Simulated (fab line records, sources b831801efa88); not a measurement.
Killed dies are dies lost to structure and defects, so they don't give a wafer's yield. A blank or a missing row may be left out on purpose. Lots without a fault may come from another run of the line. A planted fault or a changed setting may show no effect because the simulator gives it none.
fab line records | flow sky130
record lots=5 wafers=15 last_day=50
route steps=708 shown NWELL@61 PWDE@84 VT_ADJUST_HVTP@85 VT_ADJUST_LVTN@97 PAD_OPEN@708
lots that met no fault: from a run of the same line without faults
start_h: hours from the record's first day to the start of the lot's first wafer shown | wait_h: hours since the lot's step before | " the same as in the row above | L1.1+2: a row that stands for several wafers | - no value, or no start given | * or withheld: withheld | < > ~ a bound
route shown NAME@n: a module of which the file shows steps, and the number in the route of the first | usual: mean/standard deviation of fault-free wafers | same: alike in all rows | chamber/n: place in a boat | sites: the reading at each site | _std_site: their standard deviation | _edge_site: outer sites' mean less inner sites' | radius_mm: how far each site lies from the wafer's centre | mask NAME#n: copy n | behind: the tool/chamber that last shaped the wafer | hold: why the lot was held/for how many hours/how that ended | device: the transistor (n, p or np) that didn't switch | end of line: the same wafers' tests at the end of the route | a step without rows: its recipe alone | killed: dies lost to structure and defects at the first sort, not the wafer's yield | map: a wafer's dies, x killed, . not, _ none there
set.NAME: the setting as run; set.NAME@STEP: as run at that earlier step | model.NAME: the simulator's own value behind a step, which no gauge read
lots at some steps of the route; a table a step, a row a wafer
services: from which hour (start_h, from the record's first day; less than 0 if before it) a tool's chamber was out of use, for how many hours, and why
## steps
# step SKY_NWELL_PEB_08
# recipe temp_c=115 time_s=withheld
# step SKY_NWELL_DEVELOP_09
# recipe wall_angle_deg=90 developer=TMAH develop_time_s=60 dev_temp_c=23
# step SKY_NWELL_OVL_MEAS_10
# usual NWELL_00_OVL=-0.2/1.3
# columns lot.wafer tool chamber start_h wait_h NWELL_00_OVL[nm]
L322.1 overlay-02 - 98.85 - -0.9
L322.2 " - " " -1.5
L322.5 " - " " 0.0
L326.4 overlay-01 - 119.01 - 1.0
L326.5 " - " " -0.2
L326.6 " - " " -0.1
L328.2 overlay-02 - 132.26 - -0.4
L328.3 " - " " 0.4
L328.5 " - " " -0.3
L330.2 overlay-02 - 142.84 - 1.4
L330.3 " - " " 1.0
L330.4 " - " " 2.0
L342.1 overlay-02 - 218.43 - 2.6
L342.3 " - " " 0.0
L342.5 " - " " 0.0
# step SKY_NWELL_IMPLANT_11
# recipe species=P energy_kev=400 dose_cm2=1.9e+13 tilt_deg=withheld
# step SKY_NWELL_IMPLANT_12
# recipe species=P energy_kev=120 dose_cm2=1.3e+12 tilt_deg=withheld
# step SKY_NWELL_IMPLANT_13
# recipe species=P energy_kev=50 dose_cm2=7e+11 tilt_deg=withheld
# step SKY_NWELL_STRIP_14
# recipe chemistry=O2/N2 power_w=1400 pressure_mtorr=1500 platen_temp_c=withheld o2_flow_sccm=3000 n2_flow_sccm=300 overash_fraction=0.5
# usual drypump_motor_current_A=5.7/0.44 oes_product_au=0.722/0.0043 strip_time_to_endpoint_s=37.02/0.11
# columns lot.wafer tool chamber start_h wait_h drypump_motor_current_A oes_product_au rf_hours_counter_h strip_time_to_endpoint_s
L322.1 plasma_asher-01 1 99.34 0.1 5.4 0.721 42 37.05
L322.2 " 0 " " 5.2 0.721 42 37.06
L322.5 " 1 " " 5.3 0.725 - 36.91
L326.4 plasma_asher-02 0 119.51 0.1 5.9 0.722 - 37.12
L326.5 " 1 " " 6.0 0.721 - 37.06
L326.6 " 0 " " 5.9 0.732 - 36.98
L328.2 plasma_asher-01 0 132.74 0.1 5.2 0.719 1 37.19
L328.3 " 0 " " 5.2 0.726 - 37.19
L328.5 " 0 " " 5.3 0.724 - 37.21
L330.2 plasma_asher-03 1 143.32 0.1 5.9 0.725 46 37.18
L330.3 " 1 " " 5.9 0.722 - 37.27
L330.4 " 0 " " 6.5 0.721 - 37.29
L342.1 plasma_asher-01 0 218.92 0.1 5.2 0.723 10 37.11
L342.3 " 1 " " 5.4 0.720 - 37.12
L342.5 " 0 " " 5.2 0.724 - 37.00
# step SKY_NWELL_TW_MEAS_15
# usual NWELL_TW=1828/20
# columns lot.wafer tool chamber start_h wait_h NWELL_TW
L322.1 film_metro-02 - 99.44 0.1 1805
L322.2 " - " " 1815
L322.5 " - " " 1814
L326.4 film_metro-03 - 119.61 0.1 1853
L326.5 " - " " 1844
L326.6 " - " " 1846
L328.2 film_metro-01 - 132.85 0.1 1857
L328.3 " - " " 1852
L328.5 " - " " 1868
L330.2 film_metro-01 - 143.43 0.1 1856
L330.3 " - " " 1839
L330.4 " - " " 1861
L342.1 film_metro-03 - 219.02 0.1 1848
L342.3 " - " " 1865
L342.5 " - " " 1860
# step SKY_NWELL_DEHYDRATE_16
# recipe temp_c=200 time_s=60
# step SKY_NWELL_HMDS_17
# recipe prime_time_s=60 prime_temp_c=120
# step SKY_NWELL_COAT_18
# recipe spin_rpm=2000 resist_thk_nm=3000
# step SKY_NWELL_SOFTBAKE_19
# recipe temp_c=110 time_s=withheld
# step SKY_NWELL_EXPOSE_20
# recipe mask_id=NWM_COMPLEMENT na=0.6 source_shape=conventional sigma_outer=0.6 polarization=unpolarized target_cd_nm=840 dose_mj=260
# usual exposure_dose_mJ_cm2=260.00/0.29
# columns lot.wafer tool chamber start_h wait_h mask exposure_dose_mJ_cm2
L322.1 iline_stepper-02 0 108.67 - NWM_COMPLEMENT#0 259.92
L322.2 " 0 " " NWM_COMPLEMENT#0 259.70
L322.5 " 0 " " NWM_COMPLEMENT#0 259.51
L326.4 iline_stepper-02 0 128.56 - NWM_COMPLEMENT#0 259.68
L326.5 " 0 " " NWM_COMPLEMENT#0 259.79
L326.6 " 0 " " NWM_COMPLEMENT#0 260.15
L328.2 iline_stepper-01 0 142.26 - NWM_COMPLEMENT#0 260.48
L328.3 " 0 " " NWM_COMPLEMENT#0 260.36
L328.5 " 0 " " NWM_COMPLEMENT#0 260.20
L330.2 iline_stepper-01 0 153.51 - NWM_COMPLEMENT#0 260.21
L330.3 " 0 " " NWM_COMPLEMENT#0 260.18
L330.4 " 0 " " NWM_COMPLEMENT#0 260.23
L342.1 iline_stepper-02 0 229.35 - NWM_COMPLEMENT#0 259.23
L342.3 " 0 " " NWM_COMPLEMENT#0 259.37
L342.5 " 0 " " NWM_COMPLEMENT#0 259.60
# step SKY_NWELL_PEB_21
# recipe temp_c=115 time_s=withheld
# step SKY_NWELL_DEVELOP_22
# recipe wall_angle_deg=90 developer=TMAH develop_time_s=60 dev_temp_c=23
# step SKY_NWELL_OVL_MEAS_23
# usual NWELL_01_OVL=1.4/1.4
# columns lot.wafer tool chamber start_h wait_h NWELL_01_OVL[nm]
L322.1 overlay-02 - 117.15 - 0.8
L322.2 " - " " 1.7
L322.5 " - " " 1.2
L326.4 overlay-01 - 137.56 - -0.8
L326.5 " - " " 0.7
L326.6 " - " " 3.1
L328.2 overlay-02 - 151.85 - 1.5
L328.3 " - " " -0.4
L328.5 " - " " 2.3
L330.2 overlay-02 - 163.09 - -0.5
L330.3 " - " " -0.4
L330.4 " - " " 0.3
L342.1 overlay-02 - 240.94 - 2.3
L342.3 " - " " 1.6
L342.5 " - " " 0.9
# step SKY_NWELL_IMPLANT_24
# recipe species=B energy_kev=140 dose_cm2=9.2e+12 tilt_deg=withheld
# step SKY_NWELL_STRIP_25
# recipe chemistry=O2/N2 power_w=1400 pressure_mtorr=1500 platen_temp_c=withheld o2_flow_sccm=3000 n2_flow_sccm=300 overash_fraction=0.5
# usual drypump_motor_current_A=5.8/0.41 oes_product_au=0.721/0.0048 strip_time_to_endpoint_s=37.05/0.11
# columns lot.wafer tool chamber start_h wait_h drypump_motor_current_A oes_product_au rf_hours_counter_h strip_time_to_endpoint_s
L322.1 plasma_asher-02 1 117.34 0.1 6.0 0.721 46 37.19
L322.2 " 0 " " 5.9 0.721 46 37.19
L322.5 " 1 " " 6.0 0.715 - 37.19
L326.4 plasma_asher-03 1 137.76 0.1 5.9 0.721 - 37.05
L326.5 " 0 " " 6.6 0.727 - 37.05
L326.6 " 1 " " 5.9 0.717 - 36.99
L328.2 plasma_asher-01 0 152.03 0.1 5.2 0.713 3 36.90
L328.3 " 0 " " 5.2 0.717 - 36.90
L328.5 " 0 " " 5.2 0.722 - 36.93
L330.2 plasma_asher-01 0 163.27 0.1 5.2 0.715 4 37.10
L330.3 " 1 " " 5.4 0.718 - 37.05
L330.4 " 0 " " 5.2 0.713 - 37.03
L342.1 plasma_asher-02 1 241.13 0.1 6.0 0.721 58 36.90
L342.3 " 0 " " 5.9 0.719 - 36.90
L342.5 " 1 " " 6.0 0.717 - 36.81
# step SKY_NWELL_TW_MEAS_26
# usual NWELL_2_TW=500/5.8
# columns lot.wafer tool chamber start_h wait_h NWELL_2_TW
L322.1 film_metro-02 - 117.44 0.1 492
L322.2 " - " " 494
L322.5 " - " " 495
L326.4 film_metro-02 - 137.86 0.1 498
L326.5 " - " " 496
L326.6 " - " " 496
L328.2 film_metro-03 - 152.14 0.1 505
L328.3 " - " " 507
L328.5 " - " " 508
L330.2 film_metro-02 - 163.38 0.1 493
L330.3 " - " " 492
L330.4 " - " " 492
L342.1 film_metro-03 - 241.23 0.1 504
L342.3 " - " " 503
L342.5 " - " " 504
# step SKY_NWELL_CLEAN_27
# recipe chemistry=SC1/SC2 mix=1:4:20 temp_c=70 time_s=150 dry=n2_spin
# step SKY_NWELL_RTA_28
# recipe temp_c=1050 time_s=30 idle_temp_c=650 ramp_up_c_per_s=150 ramp_down_c_per_s=90 ambient=N2
# usual lamp_power_pct=25.30/0.053 wafer_temp_C_max=1054.9/0.95
# columns lot.wafer tool chamber start_h wait_h lamp_power_pct wafer_temp_C_max
L322.1 rtp_anneal-02 0 117.55 0.0 25.31 1054.4
L322.2 " 0 " " 25.28 1056.1
L322.5 " 0 " " 25.40 1054.6
L326.4 rtp_anneal-02 0 138.00 0.1 25.30 1053.7
L326.5 " 0 " " 25.34 1054.6
L326.6 " 0 " " 25.38 1054.4
L328.2 rtp_anneal-02 0 152.25 0.0 25.29 1055.6
L328.3 " 0 " " 25.31 1054.6
L328.5 " 0 " " 25.31 1054.2
L330.2 rtp_anneal-01 0 163.50 0.0 25.30 1055.2
L330.3 " 0 " " 25.21 1056.1
L330.4 " 0 " " 25.23 1053.7
L342.1 rtp_anneal-02 0 241.34 0.0 25.37 1055.0
L342.3 " 0 " " 25.29 1054.3
L342.5 " 0 " " 25.34 1055.3
# step SKY_NWELL_RS_MEAS_29
# recipe thk_meas_gauge=four-point-probe
# usual NWELL_RS=624.4/1.5
# columns lot.wafer tool chamber start_h wait_h NWELL_RS[ohm/sq]
L322.1 film_metro-03 - 117.65 0.1 624.2
L322.2 " - " " 626.5
L322.5 " - " " 625.4
L326.4 film_metro-02 - 138.11 0.1 625.1
L326.5 " - " " 626.6
L326.6 " - " " 623.5
L328.2 film_metro-01 - 152.36 0.1 623.9
L328.3 " - " " 624.4
L328.5 " - " " 621.5
L330.2 film_metro-03 - 163.60 0.1 623.3
L330.3 " - " " 623.8
L330.4 " - " " 623.5
L342.1 film_metro-01 - 241.54 0.2 623.3
L342.3 " - " " 622.7
L342.5 " - " " 624.3
# step SKY_NWELL_RS_MEAS_31
# recipe thk_meas_gauge=four-point-probe
# usual PWDE_RS=5270/16
# columns lot.wafer tool chamber start_h wait_h PWDE_RS[ohm/sq]
L322.1 film_metro-03 - 117.89 0.1 5255
L322.2 " - " " 5258
L322.5 " - " " 5285
L326.4 film_metro-02 - 138.35 0.1 5264
L326.5 " - " " 5275
L326.6 " - " " 5267
L328.2 film_metro-01 - 152.60 0.1 5280
L328.3 " - " " 5271
L328.5 " - " " 5255
L330.2 film_metro-03 - 163.84 0.1 5273
L330.3 " - " " 5271
L330.4 " - " " 5254
L342.1 film_metro-01 - 241.78 0.1 5288
L342.3 " - " " 5286
L342.5 " - " " 5280
# step SKY_VT_ADJUST_HVTP_DEHYDRATE_00
# recipe temp_c=200 time_s=60
# step SKY_VT_ADJUST_HVTP_HMDS_01
# recipe prime_time_s=60 prime_temp_c=120
# step SKY_VT_ADJUST_HVTP_COAT_02
# recipe resist=NOVOLAK spin_rpm=3000 resist_thk_nm=1140
# step SKY_VT_ADJUST_HVTP_SOFTBAKE_03
# recipe temp_c=90 time_s=60 resist=NOVOLAK
# step SKY_VT_ADJUST_HVTP_EXPOSE_04
# recipe mask_id=HVTPM na=0.6 source_shape=conventional sigma_outer=0.6 polarization=unpolarized target_cd_nm=380 dose_mj=140
# step SKY_VT_ADJUST_HVTP_PEB_05
# recipe temp_c=withheld time_s=* resist=NOVOLAK
# step SKY_VT_ADJUST_HVTP_DEVELOP_06
# recipe resist=NOVOLAK developer=TMAH develop_time_s=60 dev_temp_c=23
# step SKY_VT_ADJUST_HVTP_CD_MEAS_07
# recipe target_cd_nm=380
# usual cd_nm=379.9/2.7
# columns lot.wafer tool chamber start_h wait_h cd_nm
L322.1 cd_sem-01 - 136.23 0.1 382.1
L322.2 " - " " 378.4
L322.5 " - " " 379.4
L326.4 cd_sem-01 - 157.56 0.1 377.6
L326.5 " - " " 378.0
L326.6 " - " " 377.9
L328.2 cd_sem-02 - 172.15 0.1 378.9
L328.3 " - " " 380.0
L328.5 " - " " 380.5
L330.2 cd_sem-01 - 183.81 0.1 376.0
L330.3 " - " " 378.6
L330.4 " - " " 378.0
L342.1 cd_sem-01 - 265.40 0.1 378.7
L342.3 " - " " 380.0
L342.5 " - " " 379.1
# step SKY_VT_ADJUST_HVTP_OVL_MEAS_08
# usual VT_ADJUST_HVTP_OVL=0.8/1.4
# columns lot.wafer tool chamber start_h wait_h VT_ADJUST_HVTP_OVL[nm]
L322.1 overlay-02 - 136.35 0.1 -0.4
L322.2 " - " " 2.1
L322.5 " - " " 0.6
L326.4 overlay-02 - 157.64 0.1 -1.2
L326.5 " - " " 1.0
L326.6 " - " " 0.3
L328.2 overlay-01 - 172.26 0.1 1.3
L328.3 " - " " 1.8
L328.5 " - " " 2.2
L330.2 overlay-02 - 183.91 0.1 -0.3
L330.3 " - " " 1.2
L330.4 " - " " -1.8
L342.1 overlay-02 - 265.52 0.1 2.1
L342.3 " - " " 2.0
L342.5 " - " " -0.3
# step SKY_VT_ADJUST_HVTP_IMPLANT_09
# recipe species=As energy_kev=150 dose_cm2=4.3e+12 tilt_deg=withheld
# step SKY_VT_ADJUST_HVTP_STRIP_10
# recipe chemistry=O2/N2 power_w=1400 pressure_mtorr=1500 platen_temp_c=withheld o2_flow_sccm=3000 n2_flow_sccm=300 overash_fraction=0.5
# usual drypump_motor_current_A=5.5/0.48 oes_product_au=0.715/0.0042 strip_time_to_endpoint_s=14.18/0.049
# columns lot.wafer tool chamber start_h wait_h drypump_motor_current_A oes_product_au rf_hours_counter_h strip_time_to_endpoint_s
L322.1 plasma_asher-03 1 136.54 0.1 5.9 0.717 46 14.15
L322.2 " 0 " " 6.5 0.721 46 14.24
L322.5 " 0 " " 6.5 0.713 - 14.22
L326.4 plasma_asher-01 0 157.84 0.1 5.2 0.719 - 14.19
L326.5 " 0 " " 5.2 0.716 - 14.16
L326.6 " 1 " " 5.4 0.719 - 14.23
L328.2 plasma_asher-03 1 172.44 0.1 5.9 0.714 49 14.11
L328.3 " 1 " " 5.9 0.720 - 14.07
L328.5 " 1 " " 5.9 0.711 - 14.10
L330.2 plasma_asher-04 1 184.09 0.1 5.1 0.719 36 14.24
L330.3 " 0 " " 5.2 0.718 - 14.26
L330.4 " 1 " " 5.1 0.712 - 14.22
L342.1 plasma_asher-04 1 265.71 0.1 5.1 0.712 43 14.12
L342.3 " 1 " " 5.1 0.720 - 14.15
L342.5 " 0 " " 5.2 0.712 - 14.17
# step SKY_VT_ADJUST_HVTP_TW_MEAS_11
# usual VT_ADJUST_HVTP_TW=1361/13
# columns lot.wafer tool chamber start_h wait_h VT_ADJUST_HVTP_TW
L322.1 film_metro-03 - 136.64 0.1 1373
L322.2 " - " " 1373
L322.5 " - " " 1381
L326.4 film_metro-04 - 157.94 0.1 1360
L326.5 " - " " 1366
L326.6 " - " " 1371
L328.2 film_metro-04 - 172.55 0.1 1366
L328.3 " - " " 1364
L328.5 " - " " 1363
L330.2 film_metro-02 - 184.20 0.1 1354
L330.3 " - " " 1354
L330.4 " - " " 1360
L342.1 film_metro-04 - 265.81 0.1 1352
L342.3 " - " " 1358
L342.5 " - " " 1356
# step SKY_VT_ADJUST_LVTN_DEHYDRATE_00
# recipe temp_c=200 time_s=60
# step SKY_VT_ADJUST_LVTN_HMDS_01
# recipe prime_time_s=60 prime_temp_c=120
# step SKY_VT_ADJUST_LVTN_COAT_02
# recipe spin_rpm=2000 resist_thk_nm=3000
# step SKY_VT_ADJUST_LVTN_SOFTBAKE_03
# recipe temp_c=110 time_s=withheld
# step SKY_VT_ADJUST_LVTN_EXPOSE_04
# recipe mask_id=NWM_COMPLEMENT_LESS_NATIVE na=0.6 source_shape=conventional sigma_outer=0.6 polarization=unpolarized target_cd_nm=840 dose_mj=194
# step SKY_VT_ADJUST_LVTN_PEB_05
# recipe temp_c=115 time_s=withheld
# step SKY_PAD_OPEN_PROBE_99
# usual killed_at_M0_to_M3=44/7 killed_at_M4_up=3.2/1.8 killed_at_contacts=24/5.1 killed_at_front_end=15/4.3 killed_at_other=0.3/0.5 killed_dies=86/9.6 killed_open=48/7.1 killed_short=38/6.7
# same gross_dies=492 killed_at_back_side=0
# columns lot.wafer tool chamber start_h wait_h killed_at_M0_to_M3 killed_at_M4_up killed_at_contacts killed_at_front_end killed_at_other killed_dies killed_open killed_short model.etest.res_iso_pwell.width_nm
L322.1 prober-01 - 1091.74 0.1 52 5 27 12 0 96 61 35 2651
L322.2 prober-01 - 1091.79 0.1 70 2 18 13 0 103 68 35 2657
L322.5 prober-01 - 1091.94 0.2 49 1 25 15 0 90 45 45 2660
L326.4 prober-01 - 1113.81 0.2 39 5 28 11 0 83 47 34 2640
L326.5 prober-01 - 1113.86 0.2 49 6 25 19 1 100 58 41 2642
L326.6 prober-01 - 1113.91 0.2 47 1 20 16 0 84 46 37 2632
L328.2 prober-01 - 1124.31 0.1 39 6 21 18 0 84 58 25 2633
L328.3 prober-01 - 1124.36 0.2 39 4 26 19 0 88 54 33 2640
L328.5 prober-01 - 1124.46 0.2 48 3 22 10 0 83 42 41 2645
L330.2 prober-01 - 1134.10 0.1 48 2 16 18 0 84 44 39 2642
L330.3 prober-01 - 1134.15 0.2 43 4 24 13 2 86 46 40 2656
L330.4 prober-01 - 1134.20 0.2 54 7 26 11 0 98 47 51 2641
L342.1 prober-01 - 1199.27 0.1 47 2 26 17 0 92 48 44 2658
L342.3 prober-01 - 1199.37 0.2 39 4 29 15 1 88 35 52 2644
L342.5 prober-01 - 1199.47 0.2 55 5 26 9 0 95 44 50 2672
# killed by level:class
L322.1 CONTACT:geometric_particle:open=13 VIA1:geometric_particle:open=13 VIA1:geometric_particle:short=12 VIA3:geometric_particle:open=9 VIA2:geometric_particle:open=8 LI_CONTACT:geometric_particle:open=7 FIELD_ISO:geometric_particle:open=4 METAL4:geometric_particle:short=3
L322.2 VIA1:geometric_particle:open=16 VIA3:geometric_particle:open=14 VIA2:geometric_particle:open=13 CONTACT:geometric_particle:open=8 METAL1:geometric_particle:short=8 METAL2:geometric_particle:short=5 FIELD_ISO:geometric_particle:short=4 FIELD_ISO:geometric_particle:open=4
L322.5 CONTACT:geometric_particle:open=9 LI_CONTACT:geometric_particle:open=7 METAL1:geometric_particle:short=6 VIA2:geometric_particle:open=6 VIA1:geometric_particle:short=6 VIA1:geometric_particle:open=6 METAL2:geometric_particle:short=6 LOCAL_INTERCONNECT:geometric_particle:short=5
L326.4 CONTACT:geometric_particle:open=14 VIA1:geometric_particle:open=7 LI_CONTACT:geometric_particle:open=6 VIA3:geometric_particle:open=6 VIA2:geometric_particle:open=5 FIELD_ISO:geometric_particle:short=4 METAL1:geometric_particle:short=4 VIA2:geometric_particle:short=4
L326.5 VIA1:geometric_particle:open=12 CONTACT:geometric_particle:open=10 LI_CONTACT:geometric_particle:open=8 VIA3:geometric_particle:open=7 FIELD_ISO:geometric_particle:open=6 VIA2:geometric_particle:open=6 METAL3:geometric_particle:short=6 CONTACT:geometric_particle:short=5
L326.6 VIA1:geometric_particle:open=13 VIA2:geometric_particle:open=8 CONTACT:geometric_particle:short=7 CONTACT:geometric_particle:open=6 FIELD_ISO:geometric_particle:open=5 VIA1:geometric_particle:short=5 LI_CONTACT:geometric_particle:open=4 METAL1:geometric_particle:short=4
L328.2 VIA1:geometric_particle:open=14 LI_CONTACT:geometric_particle:open=9 CONTACT:geometric_particle:open=9 VIA3:geometric_particle:open=8 FIELD_ISO:geometric_particle:open=6 VIA2:geometric_particle:open=6 FIELD_ISO:geometric_particle:short=4 METAL4:geometric_particle:short=4
L328.3 CONTACT:geometric_particle:open=13 VIA1:geometric_particle:open=12 LI_CONTACT:geometric_particle:open=6 METAL2:geometric_particle:short=5 FIELD_ISO:geometric_particle:short=5 FIELD_ISO:geometric_particle:open=5 POLY_GATE:geometric_particle:open=5 VIA2:geometric_particle:open=4
L328.5 VIA1:geometric_particle:open=12 CONTACT:geometric_particle:open=9 METAL1:geometric_particle:short=7 VIA3:geometric_particle:open=6 VIA2:geometric_particle:open=6 POLY_GATE:geometric_particle:short=4 CONTACT:geometric_particle:short=4 VIA1:geometric_particle:short=4
L330.2 VIA1:geometric_particle:open=8 VIA3:geometric_particle:open=8 METAL1:geometric_particle:short=7 FIELD_ISO:geometric_particle:open=6 LI_CONTACT:geometric_particle:open=6 VIA2:geometric_particle:open=6 VIA1:geometric_particle:short=5 POLY_GATE:geometric_particle:open=4
L330.3 VIA1:geometric_particle:open=11 CONTACT:geometric_particle:open=8 VIA2:geometric_particle:open=8 VIA1:geometric_particle:short=8 FIELD_ISO:geometric_particle:short=6 LI_CONTACT:geometric_particle:open=6 LOCAL_INTERCONNECT:geometric_particle:short=5 VIA3:geometric_particle:open=5
L330.4 CONTACT:geometric_particle:open=16 METAL1:geometric_particle:short=10 VIA1:geometric_particle:open=9 METAL2:geometric_particle:short=6 VIA2:geometric_particle:short=6 VIA3:geometric_particle:open=6 METAL4:geometric_particle:short=6 POLY_GATE:geometric_particle:short=5
L342.1 CONTACT:geometric_particle:open=10 VIA1:geometric_particle:open=10 VIA3:geometric_particle:open=8 POLY_GATE:geometric_particle:short=7 VIA2:geometric_particle:open=6 CONTACT:geometric_particle:short=6 FIELD_ISO:geometric_particle:short=4 FIELD_ISO:geometric_particle:open=4
L342.3 METAL1:geometric_particle:short=12 CONTACT:geometric_particle:open=11 VIA1:geometric_particle:open=8 LI_CONTACT:geometric_particle:open=7 METAL2:geometric_particle:short=5 FIELD_ISO:geometric_particle:short=4 POLY_GATE:geometric_particle:short=4 SPACER:geometric_particle:short=4
L342.5 CONTACT:geometric_particle:open=8 VIA3:geometric_particle:open=8 CONTACT:geometric_particle:short=7 VIA1:geometric_particle:open=7 METAL2:geometric_particle:short=7 VIA2:geometric_particle:open=7 LI_CONTACT:geometric_particle:open=6 METAL3:geometric_particle:short=6
## services
# columns tool chamber start_h hours kind
iline_stepper-02 - 93.36 1.7 pm
iline_stepper-02 - 99.49 8.9 repair
plasma_asher-01 - 108.75 9.0 pm
plasma_asher-01 0 108.75 9.0 vent_cycle
plasma_asher-01 1 108.75 9.0 vent_cycle
plasma_asher-01 0 117.75 - clean
plasma_asher-01 1 117.75 - clean
plasma_asher-04 - 142.21 0.7 repair
rtp_anneal-02 - 156.88 1.0 pm
plasma_asher-03 - 191.77 4.0 repair
iline_stepper-02 0 203.75 - calibration
iline_stepper-01 0 213.93 - calibration
plasma_asher-04 - 214.32 2.8 pm
iline_stepper-01 - 227.28 4.4 pm
iline_stepper-01 - 244.01 1.7 pm
## key
first_sign none at tools or gauges
model_effect step=SKY_PAD_OPEN_PROBE_99 value=etest.res_iso_pwell.width_nm without=2651 struck=2672
met_at SKY_NWELL_EXPOSE_20
struck_wafers L342.5
tester_left_out L342
onset_between 128.56 229.35
fault kind=process_parameter_drift tool=iline_stepper-02 chamber=- onset_h=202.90 steps=SKY_NWELL_EXPOSE_20 channel=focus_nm offset=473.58 shape=step end_h=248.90 scope=struck_wafers_only
# tester_left_out: of these lots the tester's yield and bins aren't shown, on N5 and GAA mostly nor the transistor test; their killed dies are dies lost to structure and defects alone, not to doping, threshold or leakage, so they don't give the yield
